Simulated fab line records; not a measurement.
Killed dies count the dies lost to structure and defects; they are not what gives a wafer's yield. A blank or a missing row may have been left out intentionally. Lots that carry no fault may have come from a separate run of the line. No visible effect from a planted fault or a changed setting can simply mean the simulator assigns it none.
A lot that was struck, set against a sound lot :: flow gf180mcu :: 18 out of 602 route steps
Sound: the wafers L564.3, L564.4, L564.6. Struck: wafers L567.1, L567.5, L567.6. The cause is given at the end.
Order at every step that has rows: each side's tool, ch and its chambers, its first start. Under that, the readings that differ: sound wafers :: struck wafers :: difference of the means :: sigmas: that difference in standard deviations of wafers without a fault.
alike: a reading whose means differ by less than 2 such deviations, as well as words and numbers matching on both sides. not compared: withheld readings; readings where some wafer has no value; bounds like >300 that might hide an equal value; numbers whose values overlap and for which the record gives no deviation.
Wherever a step has rows on one side only, a row that says differs or no value, or a row with sigmas, the two part there. When numbers do not overlap yet have no deviation, they are printed without sigmas and do not part them. A reading that every wafer of one side lacks parts them only if that side has two wafers or more.

first, 3 steps without rows for these wafers: GF_NWELL_EXPOSE_04 (exposes mask Nwell, target cd 860 nm); GF_NWELL_PEB_05; GF_NWELL_DEVELOP_06 (develop time 57.94 s).
GF_NWELL_OVL_MEAS_07:
  sound on overlay-02 at day 4 06:13; struck on overlay-02 at day 4 22:34
  alike: NWELL_OVL
then, 2 steps without rows for these wafers: GF_NWELL_IMPLANT_08; GF_NWELL_IMPLANT_09.
GF_NWELL_STRIP_10: strips in O2/N2.
  sound on plasmaAsher-04 ch 0,1, day 4 06:34; struck on plasmaAsher-01 ch 0,1, day 4 22:53
  alike: drypumpMotorCurrentA, heaterPowerW, oesProductAu, platenTempC, stripTimeToEndpointS
  not compared: rfHoursCounterH
GF_NWELL_TW_MEAS_11:
  sound on filmMetro-03 at day 4 06:40; struck on filmMetro-01 at day 4 22:59
reading: NWELL_TW
sound: 1523 1515 1520
struck: 1578 1584 1578
difference: +61
sigmas: +3
then, 4 steps without rows for these wafers: GF_LVPWELL_DEHYDRATE_00 (time 60 s); GF_LVPWELL_HMDS_01 (prime time 60 s); GF_LVPWELL_COAT_02 (resist thk 3000 nm); GF_LVPWELL_SOFTBAKE_03.
GF_LVPWELL_EXPOSE_04: exposes mask LVPWELL, target cd 600 nm.
  sound on ilineStepper-02 ch 0, day 4 13:03; struck on ilineStepper-02 ch 0, day 5 05:40
reading: model.LVPWELL.overlayXNm (nm)
sound: -0.4337 -0.4337 -0.4337
struck: -141.9 -141.9 -141.9
difference: -141.5
sigmas: 
  alike: mask
then, 2 steps without rows for these wafers: GF_LVPWELL_PEB_05; GF_LVPWELL_DEVELOP_06 (develop time 60 s).
GF_LVPWELL_OVL_MEAS_07:
  sound on overlay-02 at day 4 19:30; struck on overlay-01 at day 5 12:41
reading: LVPWELL_OVL (nm)
sound: -0.9 -0.6 -0.8
struck: -142.0 -141.1 -142.2
difference: -141.0
sigmas: -88
then, 1 step without rows for these wafers: GF_LVPWELL_IMPLANT_08.
-- the record jumps here: 26 days lie between the struck wafers' starts before and after (it left off in module LVPWELL and takes up again in module PASSIVATION, whose first step shown is number 602 of the route) --
GF_PASSIVATION_PROBE_99:
  rows exist in the record for the struck wafers here (prober-02, day 31 22:00), but not for the sound ones

WHERE THEY PART
First at GF_NWELL_TW_MEAS_11; last, within this record, at GF_PASSIVATION_PROBE_99.

WHY: whatever the simulator had introduced
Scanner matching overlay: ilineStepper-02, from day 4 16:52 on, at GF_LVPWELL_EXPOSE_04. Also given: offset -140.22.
